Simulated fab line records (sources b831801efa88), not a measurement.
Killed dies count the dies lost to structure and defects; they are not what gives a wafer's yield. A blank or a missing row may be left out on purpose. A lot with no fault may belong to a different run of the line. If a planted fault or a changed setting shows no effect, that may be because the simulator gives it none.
One fault seen from 2 desks / flow sky130 / what lay behind the numbers comes last; until then each desk has only its own

TOOL OWNER'S DESK, hdpcvd-02
The tool's own readings at SKY_VIA2_HDPCVD_00 (deposits SiO2, target thk 1180 nm, time 196.7 s): means of the sampled wafers that have a number, for each lot that ran on this tool. Any lot whose mean is over 4 standard deviations away from the usual mean is out of limits and marked OUT; that distance is given in the brackets.
Columns: A = pressure-mtorr at SKY_VIA2_HDPCVD_00, usual 6.001 mTorr; B = sih4-flow-sccm at SKY_VIA2_HDPCVD_00, usual 60.02 sccm; C = susceptor-temp-C at SKY_VIA2_HDPCVD_00, usual 400.01 C
lot=L853; first seen here=day 35 01:15; A=6.004; B=60.03; C=400.06
lot=L854; first seen here=day 35 19:19; A=5.994; B=59.89; C=400.29
lot=L861; first seen here=day 37 09:13; A=6.002; B=60.00; C=400.27
lot=L865; first seen here=day 41 01:23; A=5.996; B=56.09 (-23) OUT; C=400.09
lot=L866; first seen here=day 41 03:28; A=5.989; B=56.08 (-23) OUT; C=400.02
This desk finds L865, L866 out of limits, L865 being first, at day 41 01:23 (sih4-flow-sccm at SKY_VIA2_HDPCVD_00). Within limits: L853, L854, L861.

FROM THE METROLOGY DESK
Lot by lot, what the gauges showed, no matter which tool ran the lot: averages of those sampled wafers that carry a number. Any lot whose mean is over 4 standard deviations away from the usual mean is out of limits and marked OUT; that distance is given in the brackets.
Columns: A = VIA2_HDPCVD_THK at SKY_VIA2_THK_MEAS_01, usual 1184 nm
lot=L853; first seen here=day 35 01:23; A=1179
lot=L855; first seen here=day 35 11:25; A=1190
lot=L854; first seen here=day 35 19:26; A=1197
lot=L856; first seen here=day 36 00:59; A=1174
lot=L858; first seen here=day 36 15:49; A=1182
lot=L861; first seen here=day 37 09:20; A=1204
lot=L865; first seen here=day 41 01:31; A=1121 (-5.2) OUT
lot=L866; first seen here=day 41 03:36; A=1106 (-6.5) OUT
lot=L867; first seen here=day 41 05:48; A=1177
lot=L871; first seen here=day 41 06:27; A=1170
lot=L873; first seen here=day 41 08:11; A=1168
This desk reports L865, L866 out of limits; the earliest was L865 at day 41 01:31 (VIA2_HDPCVD_THK at SKY_VIA2_THK_MEAS_01). Within limits: L853, L855, L854, L856, L858, L861, L867, L871, L873.

TAKEN TOGETHER
The tool owner's desk had the chance to raise an alarm at day 41 01:23 on L865, L866.
On L865, L866, the metrology desk was in a position to raise an alarm at day 41 01:31.
On hdpcvd-02, each named lot ran SKY_VIA2_HDPCVD_00.

WHAT THE SIMULATOR HAD INSERTED
hdpcvd-02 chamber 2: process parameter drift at SKY_VIA2_HDPCVD_00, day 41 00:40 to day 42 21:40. From 60, the setting sih4-flow-sccm moved by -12. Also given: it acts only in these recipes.
Shown lots that were struck: L865, L866.
Time in hours from fault onset to the first out-of-limits reading at each desk: tool owner's desk 1, metrology desk 1.
